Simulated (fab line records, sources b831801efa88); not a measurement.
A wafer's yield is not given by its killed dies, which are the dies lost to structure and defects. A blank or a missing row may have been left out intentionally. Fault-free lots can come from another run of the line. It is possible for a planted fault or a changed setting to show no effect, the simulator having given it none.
fab line records	flow sky130
record lots=6	wafers=18	lastDay=50
route steps=708 shown METAL1@446 VIA1@458 PAD_OPEN@708
lots that met no fault: from a run of the same line without faults
startH: the number of hours between the record's first day and the start of the first shown wafer of the lot	waitH: hours elapsed since this lot's preceding step	" the same as in the row above	L1.1+2: a single row standing in for several wafers	- either no value or no given start	* or withheld: withheld	< > ~ a bound
route shown NAME@n: a module of which the file shows steps, and the number in the route of the first	usual: mean/standard deviation taken from wafers without a fault	same: alike in all rows	chamber/n: place in a boat	sites: each site's reading	_std_site: standard deviation of those values	_edge_site: inner sites' mean taken away from outer sites' mean	radiusMm: how far each site lies from the wafer's centre	mask NAME#n: copy n	behind: the tool/chamber that last shaped the wafer	hold: what put the lot on hold/how long, in hours/how the hold closed	device: whichever transistor did not switch (one of n, p or np)	end of line: the route-end tests of the same wafers	step lacking rows: just its recipe	killed: not the wafer's yield, but the dies lost to structure and defects at the first sort	map: a wafer's dies, x killed, . not, _ none there
set.NAME: the setting that was run; set.NAME@STEP: the one run at that earlier step	model.NAME: the simulator's own value behind a step, which no gauge read
lots at some steps of the route; a table a step, a row a wafer
services: a tool's chamber out of use, with start hour (startH, from the record's first day; less than 0 if before it), hours out, and reason
## steps
# step SKY_METAL1_EXPOSE_12
# recipe maskId=MM1	na=0.8	sourceShape=annular	sigmaInner=0.55	sigmaOuter=0.85	targetCdNm=140	doseMj=28
# step SKY_METAL1_PEB_13
# recipe pebTempC=withheld	pebTimeS=withheld	resist=KrF-thick
# step SKY_METAL1_DEVELOP_14
# recipe developTimeS=60	resist=KrF-thick	devTempC=21
# step SKY_METAL1_CD_MEAS_15
# recipe targetCdNm=140
# usual cdNm=139.7/1.7
lot.wafer	tool	chamber	startH	waitH	cdNm
L375.1	cdSem-02	-	780.28	-	142.3
L375.5	"	-	"	"	141.2
L375.6	"	-	"	"	140.8
L377.2	cdSem-01	-	791.21	-	139.9
L377.3	"	-	"	"	139.8
L377.4	"	-	"	"	140.5
L388.2	cdSem-01	-	895.11	-	137.8
L388.3	"	-	"	"	138.0
L388.5	"	-	"	"	135.9
L391.1	cdSem-02	-	924.16	-	137.8
L391.4	"	-	"	"	136.6
L391.5	"	-	"	"	137.9
L392.3	cdSem-02	-	924.98	-	141.8
L392.4	"	-	"	"	141.6
L392.5	"	-	"	"	143.0
L393.1	cdSem-01	-	927.58	-	138.3
L393.4	"	-	"	"	138.6
L393.6	"	-	"	"	139.1
# step SKY_METAL1_OVL_MEAS_16
# usual METAL1_OVL=1/5.1
lot.wafer	tool	chamber	startH	waitH	METAL1_OVL[nm]
L375.1	overlay-02	-	780.40	0.1	-2
L375.5	"	-	"	"	-5
L375.6	"	-	"	"	6
L377.2	overlay-01	-	791.31	0.1	3
L377.3	"	-	"	"	9
L377.4	"	-	"	"	-2
L388.2	overlay-01	-	895.21	0.1	2
L388.3	"	-	"	"	6
L388.5	"	-	"	"	2
L391.1	overlay-01	-	924.28	0.1	-3
L391.4	"	-	"	"	6
L391.5	"	-	"	"	-2
L392.3	overlay-01	-	925.07	0.1	7
L392.4	"	-	"	"	5
L392.5	"	-	"	"	3
L393.1	overlay-01	-	927.70	0.1	-1
L393.4	"	-	"	"	-3
L393.6	"	-	"	"	-3
# step SKY_METAL1_DESCUM_17
# recipe chemistry=O2	sourcePowerW=150	biasPowerW=0	pressureMtorr=10	tempC=40	timeS=8
# usual drypumpMotorCurrentA=5.9/0.52	heBacksideLeakSccm=3.6/0.37	oesProductAu=1.000/0.0088	rfFwdPowerW=147.1/0.68	tempC=40.04/0.11
# same biasPowerW=0
lot.wafer	tool	chamber	startH	waitH	drypumpMotorCurrentA	heBacksideLeakSccm	oesProductAu	rfFwdPowerW	rfHoursCounterH	tempC
L375.1	rieMetal-02	1	780.44	0.0	5.4	3.1	0.993	146.7	12	40.11
L375.5	"	1	"	"	5.4	3.3	0.985	146.1	-	40.03
L375.6	"	0	"	"	5.9	3.5	0.998	146.9	-	39.85
L377.2	rieMetal-02	1	791.34	0.0	5.4	3.4	0.990	146.0	13	40.13
L377.3	"	0	"	"	6.0	3.6	0.992	146.9	-	40.09
L377.4	"	1	"	"	5.4	3.4	0.977	145.6	-	40.23
L388.2	rieMetal-03	1	895.24	0.0	5.6	3.4	1.006	148.1	10	40.03
L388.3	"	0	"	"	6.1	3.6	1.021	146.9	-	39.90
L388.5	"	1	"	"	5.6	3.4	0.998	147.9	-	40.05
L391.1	rieMetal-02	1	924.31	0.0	5.4	3.2	1.006	146.2	0	40.19
L391.4	"	1	"	"	5.4	3.2	1.003	145.9	-	40.07
L391.5	"	1	"	"	5.4	3.4	1.007	146.0	-	40.09
L392.3	rieMetal-01	1	925.10	0.0	6.7	3.6	0.997	146.2	-	39.97
L392.4	"	0	"	"	5.3	3.5	1.015	147.2	-	40.16
L392.5	"	0	"	"	5.3	3.3	1.003	146.9	-	40.00
L393.1	rieMetal-03	1	927.74	0.0	5.6	3.4	1.006	148.8	12	40.14
L393.4	"	0	"	"	6.1	3.6	0.995	147.0	-	40.02
L393.6	"	1	"	"	5.6	3.5	0.997	148.0	-	40.15
# step SKY_METAL1_ETCH_18
# recipe chemistry=N2/H2	target=BARC	ionEnergyEv=200	biasW=100	pressureMtorr=30	n2FlowSccm=100	h2FlowSccm=200	icpW=500	stopOn=SiO2	timeS=45.9	targetDepthA=600
# usual drypumpMotorCurrentA=5.9/0.52	heBacksideLeakSccm=3.53/0.22	oesProductAu=0.855/0.0048	rfFwdPowerW=494.9/2.1	throttleValvePct=13.224/0.0089
lot.wafer	tool	chamber	startH	waitH	drypumpMotorCurrentA	heBacksideLeakSccm	oesProductAu	rfFwdPowerW	rfHoursCounterH	throttleValvePct
L375.1	rieMetal-02	1	780.47	0.0	5.4	5.53	0.848	491.8	12	13.228
L375.5	"	1	"	"	5.4	3.28	0.850	491.7	-	13.238
L375.6	"	0	"	"	6.0	3.47	0.856	494.7	-	13.233
L377.2	rieMetal-02	1	791.38	0.0	5.4	3.43	0.857	491.5	13	13.212
L377.3	"	0	"	"	6.0	3.51	0.849	497.3	-	13.213
L377.4	"	1	"	"	5.4	3.33	0.858	493.4	-	13.223
L388.2	rieMetal-03	1	895.27	0.0	5.6	3.57	0.856	499.8	10	13.234
L388.3	"	0	"	"	6.1	3.62	0.861	495.3	-	13.214
L388.5	"	1	"	"	5.6	3.52	0.857	498.5	-	13.216
L391.1	rieMetal-02	1	924.35	0.0	5.4	3.24	0.842	491.3	0	13.223
L391.4	"	1	"	"	5.4	3.22	0.851	491.0	-	13.235
L391.5	"	1	"	"	5.4	3.38	0.863	492.4	-	13.227
L392.3	rieMetal-01	1	925.14	0.0	6.7	3.66	0.854	494.1	-	13.233
L392.4	"	0	"	"	5.4	3.74	0.853	494.5	-	13.229
L392.5	"	0	"	"	5.4	3.87	0.851	495.4	-	13.213
L393.1	rieMetal-03	1	927.77	0.0	5.6	3.52	0.859	496.1	12	13.220
L393.4	"	0	"	"	6.1	3.63	0.852	495.3	-	13.213
L393.6	"	1	"	"	5.6	3.49	0.853	495.5	-	13.216
# step SKY_METAL1_METAL_ETCH_19
# recipe targetDepthA=3600	stopOn=SiO2	overEtchFrac=0.3	timeS=78	chemistry=Cl2/BCl3	resistSidewallDeg=88	pressureMtorr=10	icpW=900	biasW=48.5	Cl2_flow_sccm=60	bcl3FlowSccm=30
# usual drypumpMotorCurrentA=5.9/0.52	heBacksideLeakSccm=3.54/0.15	mfcCl2Sccm=60.01/0.18	oesProductAu=0.852/0.0062	rfFwdPowerW=894/3.2	throttleValvePct=22.265/0.0091
lot.wafer	tool	chamber	startH	waitH	drypumpMotorCurrentA	heBacksideLeakSccm	mfcCl2Sccm	oesProductAu	rfFwdPowerW	rfHoursCounterH	throttleValvePct
L375.1	rieMetal-02	1	780.54	0.0	5.4	3.22	60.15	0.849	891	12	22.270
L375.5	"	1	"	"	5.4	3.19	60.28	0.840	888	-	22.257
L375.6	"	0	"	"	6.0	3.53	60.14	0.845	893	-	22.276
L377.2	rieMetal-02	1	791.44	0.0	5.4	3.39	60.10	0.846	889	13	22.276
L377.3	"	0	"	"	6.0	3.57	60.05	0.838	892	-	22.274
L377.4	"	1	"	"	5.4	3.49	60.33	0.852	893	-	22.260
L388.2	rieMetal-03	1	895.34	0.0	5.6	3.57	60.40	0.848	894	10	22.265
L388.3	"	0	"	"	6.1	3.71	59.88	0.858	891	-	22.264
L388.5	"	1	"	"	5.6	3.70	60.18	0.854	897	-	22.268
L391.1	rieMetal-02	1	924.41	0.0	5.4	3.37	60.43	0.864	888	0	22.268
L391.4	"	1	"	"	5.4	3.23	60.08	0.863	890	-	22.249
L391.5	"	1	"	"	5.4	3.33	60.07	0.842	886	-	22.270
L392.3	rieMetal-01	1	925.22	0.1	6.8	3.52	59.53	0.849	891	-	22.262
L392.4	"	0	"	"	5.4	3.59	59.87	0.859	895	-	22.272
L392.5	"	0	"	"	5.3	3.35	60.08	0.850	894	-	22.273
L393.1	rieMetal-03	1	927.84	0.0	5.6	3.69	60.14	0.854	898	12	22.272
L393.4	"	0	"	"	6.1	3.48	60.08	0.855	900	-	22.273
L393.6	"	1	"	"	5.6	3.75	60.12	0.851	901	-	22.254
# step SKY_METAL1_STRIP_20
# recipe chemistry=O2/N2	powerW=1400	pressureMtorr=1500	platenTempC=withheld	o2FlowSccm=3000	n2FlowSccm=300	overashFraction=0.5
# usual drypumpMotorCurrentA=5.9/0.39	oesProductAu=0.343/0.0047	stripTimeToEndpointS=2.70/0.037
# same overashFraction=0.5
lot.wafer	tool	chamber	startH	waitH	drypumpMotorCurrentA	oesProductAu	rfHoursCounterH	stripTimeToEndpointS
L375.1	plasmaAsher-01	1	780.63	0.1	6.5	0.344	3	2.78
L375.5	"	0	"	"	5.7	0.341	-	2.76
L375.6	"	1	"	"	6.6	0.343	-	2.71
L377.2	plasmaAsher-04	1	791.53	0.1	6.1	0.352	99	2.80
L377.3	"	1	"	"	6.1	0.342	-	2.72
L377.4	"	0	"	"	5.8	0.349	-	2.76
L388.2	plasmaAsher-04	0	895.43	0.1	5.7	0.353	109	2.76
L388.3	"	0	"	"	5.7	0.348	-	2.68
L388.5	"	0	"	"	5.8	0.350	-	2.71
L391.1	plasmaAsher-03	1	924.50	0.1	5.7	0.335	51	2.69
L391.4	"	1	"	"	5.7	0.346	-	2.68
L391.5	"	0	"	"	5.3	0.348	-	2.71
L392.3	plasmaAsher-01	0	925.31	0.1	5.7	0.344	-	2.74
L392.4	"	1	"	"	6.6	0.339	-	2.67
L392.5	"	0	"	"	5.7	0.345	-	2.69
L393.1	plasmaAsher-03	1	927.93	0.1	5.7	0.346	52	2.70
L393.4	"	1	"	"	5.7	0.344	-	2.66
L393.6	"	0	"	"	5.3	0.344	-	2.72
# step SKY_METAL1_STRIP_21
# recipe chemistry=postEtchResidueRemover	timeS=1200	tempC=72.5
# step SKY_METAL1_CLEAN_22
# recipe chemistry=IPA	timeS=180	tempC=25
# step SKY_METAL1_CLEAN_23
# recipe chemistry=O3/DIW	dry=n2Spin
# step SKY_VIA1_HDPCVD_00
# recipe material=SiO2	targetThkNm=1030	sigmaOpenFrac=0.3	timeS=171.7	tempC=400	sih4FlowSccm=60	pressureMtorr=6
# usual sih4FlowSccm=59.98/0.21
lot.wafer	tool	chamber	startH	waitH	sih4FlowSccm	model.SiO2_of_VIA1_HDPCVD_00.thkNm
L375.1	hdpcvd-01	0	781.25	0.0	59.98	1029
L375.5	"	1	"	"	60.00	1039
L375.6	"	2	"	"	59.76	1034
L377.2	hdpcvd-02	2	792.12	0.0	59.78	1048
L377.3	"	0	"	"	60.03	1042
L377.4	"	2	"	"	60.12	1035
L388.2	hdpcvd-02	2	896.07	0.0	59.78	1049
L388.3	"	0	"	"	29.95	515.5
L388.5	"	1	"	"	59.74	1023
L391.1	hdpcvd-02	1	925.14	0.0	60.10	1018
L391.4	"	1	"	"	60.05	1031
L391.5	"	0	"	"	30.17	523
L392.3	hdpcvd-01	2	925.87	0.0	60.11	1027
L392.4	"	2	"	"	60.17	1037
L392.5	"	1	"	"	60.20	1031
L393.1	hdpcvd-01	1	928.52	0.0	59.93	1020
L393.4	"	1	"	"	59.77	1035
L393.6	"	0	"	"	60.04	1019
# step SKY_VIA1_THK_MEAS_01
# recipe reads=SiO2_of_VIA1_HDPCVD_00
# usual VIA1_HDPCVD_THK=1033/9.5
lot.wafer	tool	chamber	startH	waitH	VIA1_HDPCVD_THK[nm]
L375.1	filmMetro-02	-	781.37	0.1	1030
L375.5	"	-	"	"	1039
L375.6	"	-	"	"	1033
L377.2	filmMetro-02	-	792.24	0.1	1048
L377.3	"	-	"	"	1042
L377.4	"	-	"	"	1036
L388.2	filmMetro-03	-	896.19	0.1	1050
L388.3	"	-	"	"	515
L388.5	"	-	"	"	1023
L391.1	filmMetro-03	-	925.36	0.2	1018
L391.4	"	-	"	"	1030
L391.5	"	-	"	"	523
L392.3	filmMetro-02	-	926.00	0.1	1028
L392.4	"	-	"	"	1037
L392.5	"	-	"	"	1031
L393.1	filmMetro-02	-	928.63	0.1	1020
L393.4	"	-	"	"	1035
L393.6	"	-	"	"	1019
# step SKY_VIA1_CMP_02
# recipe material=SiO2	downForcePsi=4	platenRpm=60	padVelocityMS=0.94248
# usual headPressurePsi=4.000/0.0095	motorCurrentA=11.5/0.93
lot.wafer	tool	chamber	startH	waitH	headPressurePsi	motorCurrentA
L375.1	cmp-02	3	781.53	0.1	3.992	10.2
L375.6	"	1	"	"	3.994	10.6
L375.5	"	2	"	"	4.010	13.3
L377.3	cmp-02	3	792.29	0.0	4.013	10.6
L377.2	"	0	"	"	4.004	11.5
L377.4	"	2	"	"	3.991	12.7
L388.3	cmp-02	1	896.34	0.1	4.006	11.1
L388.2	"	2	"	"	3.997	13.0
L388.5	"	0	"	"	3.997	11.4
L391.4	cmp-02	3	925.53	0.1	4.003	11.0
L391.1	"	1	"	"	4.004	10.9
L391.5	"	2	"	"	4.013	13.2
L392.3	cmp-01	1	926.24	0.2	4.005	13.0
L392.4	"	2	"	"	3.987	10.9
L392.5	"	0	"	"	3.972	11.4
L393.1	cmp-02	0	928.69	0.1	4.004	11.5
L393.4	"	3	"	"	4.014	10.5
L393.6	"	0	"	"	4.009	12.3
# step SKY_PAD_OPEN_PROBE_99
# usual defectLimitedYield=83.0/1.9	killed_at_M0_to_M3=43/6.9	killed_at_M4_up=3.1/1.9	killedAtContacts=24/5.4	killedAtFrontEnd=14/4.3	killedAtOther=0.3/0.53	killedDies=84/9.5	killedOpen=46/6.8	killedShort=38/6
# same grossDies=492	killedAtBackSide=0
lot.wafer	tool	chamber	startH	waitH	defectLimitedYield[%]	killed_at_M0_to_M3	killed_at_M4_up	killedAtContacts	killedAtFrontEnd	killedAtOther	killedDies	killedOpen	killedShort	model.etest.tester.sortNPass	model.etest.tester.sortYieldPct	model.etest.tester.sort_bin_3_pct	model.etest.met2Comb.leakLog10AUm	model.etest.tester.sort_bin_8_pct
L375.1	prober-02	-	1086.17	0.1	82.3	39	5	28	15	0	87	49	38	405	82.32	0.2033	-12	0
L375.5	prober-02	-	1086.37	0.2	84.8	41	4	18	11	1	75	44	31	417	84.76	1.22	-11.97	0
L375.6	prober-02	-	1086.42	0.2	82.5	55	4	16	11	0	86	47	38	406	82.52	0.6098	-12.24	0
L377.2	prober-01	-	1099.35	0.1	79.9	46	4	31	18	0	99	50	48	393	79.88	2.033	-11.82	0
L377.3	prober-01	-	1099.40	0.2	85.4	35	0	21	15	1	72	43	29	420	85.37	0.4065	-11.92	0
L377.4	prober-01	-	1099.45	0.2	84.1	46	2	19	11	0	78	50	28	414	84.15	1.423	-11.98	0
L388.2	prober-02	-	1172.51	0.1	86.4	41	3	13	10	0	67	31	36	425	86.38	0.4065	-12.01	0
L388.3	prober-02	-	1172.56	0.2	86.2	32	2	26	7	1	68	43	25	249	50.61	35.77	-7.163	0.004454
L388.5	prober-02	-	1172.66	0.2	78.9	43	4	32	25	0	104	53	50	388	78.86	1.016	-12.03	0
L391.1	prober-02	-	1193.74	0.1	85.2	44	2	19	8	0	73	40	32	419	85.16	0.4065	-11.94	0
L391.4	prober-02	-	1193.89	0.2	85.4	37	5	19	11	0	72	39	32	420	85.37	0.4065	-11.95	0
L391.5	prober-02	-	1193.94	0.2	84.1	40	2	16	20	0	78	39	38	260	52.85	33.12	-7.35	0.007259
L392.3	prober-01	-	1194.96	0.2	86.6	35	1	16	14	0	66	38	28	426	86.59	1.016	-11.93	0
L392.4	prober-01	-	1195.01	0.2	83.3	44	3	18	16	1	82	38	44	410	83.33	1.423	-12	0
L392.5	prober-01	-	1195.06	0.2	81.3	47	3	32	9	1	92	49	43	400	81.3	0.813	-12.09	0
L393.1	prober-01	-	1197.91	0.1	82.3	44	2	30	10	1	87	51	36	405	82.32	0.6098	-12.23	0
L393.4	prober-01	-	1198.06	0.2	82.5	45	7	29	4	1	86	55	30	406	82.52	0.813	-11.83	0
L393.6	prober-01	-	1198.16	0.2	85.8	41	2	15	10	2	70	34	34	422	85.77	0.6098	-12.09	0
# killed by level:class
L375.1 VIA1:geometricParticle:open=12 LI_CONTACT:geometricParticle:open=9 CONTACT:geometricParticle:open=6 VIA3:geometricParticle:open=6 FIELD_ISO:geometricParticle:open=5 LOCAL_INTERCONNECT:geometricParticle:short=5 CONTACT:geometricParticle:short=5 METAL1:geometricParticle:short=5
L375.5 VIA1:geometricParticle:open=9 VIA2:geometricParticle:open=8 VIA3:geometricParticle:open=8 LI_CONTACT:geometricParticle:open=6 CONTACT:geometricParticle:open=5 FIELD_ISO:geometricParticle:short=3 FIELD_ISO:geometricParticle:open=3 POLY_GATE:geometricParticle:short=3
L375.6 VIA1:geometricParticle:open=9 VIA2:geometricParticle:open=9 VIA3:geometricParticle:open=8 VIA3:geometricParticle:short=8 LI_CONTACT:geometricParticle:open=6 METAL1:geometricParticle:short=5 METAL2:geometricParticle:short=5 CONTACT:geometricParticle:open=4
L377.2 VIA1:geometricParticle:open=12 LI_CONTACT:geometricParticle:open=8 LOCAL_INTERCONNECT:geometricParticle:short=7 CONTACT:geometricParticle:short=7 CONTACT:geometricParticle:open=7 METAL2:geometricParticle:short=7 METAL1:geometricParticle:short=5 VIA3:geometricParticle:open=5
L377.3 VIA1:geometricParticle:open=9 LI_CONTACT:geometricParticle:open=7 CONTACT:geometricParticle:open=7 VIA3:geometricParticle:open=6 LOCAL_INTERCONNECT:geometricParticle:short=5 METAL2:geometricParticle:short=5 POLY_GATE:geometricParticle:open=4 POLY_GATE:geometricParticle:short=3
L377.4 VIA1:geometricParticle:open=11 VIA2:geometricParticle:open=11 CONTACT:geometricParticle:open=7 METAL1:geometricParticle:short=7 LI_CONTACT:geometricParticle:open=6 VIA3:geometricParticle:open=5 FIELD_ISO:geometricParticle:short=3 FIELD_ISO:geometricParticle:open=3
L388.2 VIA1:geometricParticle:short=10 VIA3:geometricParticle:open=7 VIA1:geometricParticle:open=7 METAL2:geometricParticle:short=5 LI_CONTACT:geometricParticle:short=5 FIELD_ISO:geometricParticle:short=4 METAL1:geometricParticle:short=4 CONTACT:geometricParticle:open=4
L388.3 VIA1:geometricParticle:open=11 LI_CONTACT:geometricParticle:open=8 CONTACT:geometricParticle:open=8 VIA2:geometricParticle:open=6 LOCAL_INTERCONNECT:geometricParticle:short=4 METAL1:geometricParticle:short=4 VIA3:geometricParticle:open=3 FIELD_ISO:geometricParticle:open=2
L388.5 VIA1:geometricParticle:open=15 FIELD_ISO:geometricParticle:short=11 CONTACT:geometricParticle:open=11 CONTACT:geometricParticle:short=8 FIELD_ISO:geometricParticle:open=7 VIA1:geometricParticle:short=7 LI_CONTACT:geometricParticle:open=6 VIA2:geometricParticle:open=5
L391.1 VIA1:geometricParticle:open=9 CONTACT:geometricParticle:open=7 VIA2:geometricParticle:open=6 METAL3:geometricParticle:short=5 LI_CONTACT:geometricParticle:open=5 METAL1:geometricParticle:short=4 VIA2:geometricParticle:short=4 CONTACT:geometricParticle:short=3
L391.4 CONTACT:geometricParticle:open=6 VIA1:geometricParticle:open=6 VIA3:geometricParticle:open=6 METAL2:geometricParticle:short=5 LI_CONTACT:geometricParticle:open=5 POLY_GATE:geometricParticle:open=4 METAL1:geometricParticle:short=4 VIA1:geometricParticle:short=4
L391.5 VIA1:geometricParticle:open=8 CONTACT:geometricParticle:open=6 METAL1:geometricParticle:short=6 VIA3:geometricParticle:short=6 FIELD_ISO:geometricParticle:open=5 FIELD_ISO:geometricParticle:short=4 LI_CONTACT:geometricParticle:open=4 VIA2:geometricParticle:short=4
L392.3 VIA3:geometricParticle:open=8 CONTACT:geometricParticle:open=7 VIA1:geometricParticle:open=7 POLY_GATE:geometricParticle:open=6 METAL2:geometricParticle:short=6 METAL3:geometricParticle:short=4 FIELD_ISO:geometricParticle:short=3 VIA1:geometricParticle:short=3
L392.4 VIA1:geometricParticle:open=8 CONTACT:geometricParticle:open=7 VIA3:geometricParticle:open=7 CONTACT:geometricParticle:short=6 VIA2:geometricParticle:open=6 FIELD_ISO:geometricParticle:short=5 VIA1:geometricParticle:short=5 METAL2:geometricParticle:short=5
L392.5 VIA1:geometricParticle:open=13 CONTACT:geometricParticle:short=9 CONTACT:geometricParticle:open=8 LI_CONTACT:geometricParticle:open=8 VIA1:geometricParticle:short=6 METAL2:geometricParticle:short=6 VIA2:geometricParticle:open=6 LI_CONTACT:geometricParticle:short=5
L393.1 VIA1:geometricParticle:open=17 CONTACT:geometricParticle:open=11 LI_CONTACT:geometricParticle:open=10 LI_CONTACT:geometricParticle:short=4 VIA1:geometricParticle:short=4 METAL2:geometricParticle:short=4 VIA2:geometricParticle:open=4 FIELD_ISO:geometricParticle:short=3
L393.4 CONTACT:geometricParticle:open=11 LI_CONTACT:geometricParticle:open=9 VIA1:geometricParticle:open=9 VIA2:geometricParticle:open=8 VIA3:geometricParticle:open=6 CONTACT:geometricParticle:short=5 VIA1:geometricParticle:short=5 METAL4:geometricParticle:open=5
L393.6 VIA1:geometricParticle:open=11 METAL2:geometricParticle:short=11 CONTACT:geometricParticle:open=5 LOCAL_INTERCONNECT:geometricParticle:short=4 VIA3:geometricParticle:open=4 METAL1:geometricParticle:short=4 VIA2:geometricParticle:open=4 FIELD_ISO:geometricParticle:short=3
## services
tool	chamber	startH	hours	kind
plasmaAsher-03	-	801.79	5.6	repair
cmp-01	-	804.41	1.6	repair
rieMetal-02	-	805.05	1.4	pm
cmp-02	-	820.18	0.4	repair
rieMetal-03	-	843.08	1.7	repair
rieMetal-01	1	843.88	13.7	repair
hdpcvd-02	2	849.42	14.9	repair
hdpcvd-02	1	851.82	8.4	repair
plasmaAsher-03	-	854.29	2.8	pm
cmp-01	-	887.65	1.0	repair
cmp-02	-	893.31	0.8	repair
hdpcvd-01	-	902.64	1.0	repair
rieMetal-02	1	903.32	-	clean
rieMetal-02	1	903.32	13.6	scheduledDown
rieMetal-02	1	903.32	13.6	ventCycle
cmp-02	-	911.78	5.5	pm
cmp-01	-	912.00	4.0	pm
plasmaAsher-01	-	912.98	1.5	repair
cmp-01	-	916.00	-	consumableReplace:conditioner
cmp-01	-	916.00	-	consumableReplace:pad
hdpcvd-02	0	926.66	16.6	repair
## key
firstSign step=SKY_VIA1_HDPCVD_00	reading=sih4FlowSccm	direction=down	sigmas=99+	usual=59.98	struck=30.06
effect step=SKY_VIA1_THK_MEAS_01	reading=VIA1_HDPCVD_THK	direction=down	sigmas=54	usual=1033	struck=519
modelEffect step=SKY_VIA1_HDPCVD_00	value=SiO2_of_VIA1_HDPCVD_00.thkNm	without=1034	struck=519.3
modelEffect step=SKY_PAD_OPEN_PROBE_99	value=etest.tester.sortNPass	without=419	struck=254.5
metAt SKY_VIA1_HDPCVD_00
struckWafers L388.3,L391.5
onsetBetween 792.12 896.07
fault kind=processParameterDrift	tool=hdpcvd-02	chamber=0	onsetH=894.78	steps=SKY_VIA1_HDPCVD_00	channel=sih4FlowSccm	offset=-30	shape=step	endH=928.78	actsIn=theseRecipesOnly	stated=60
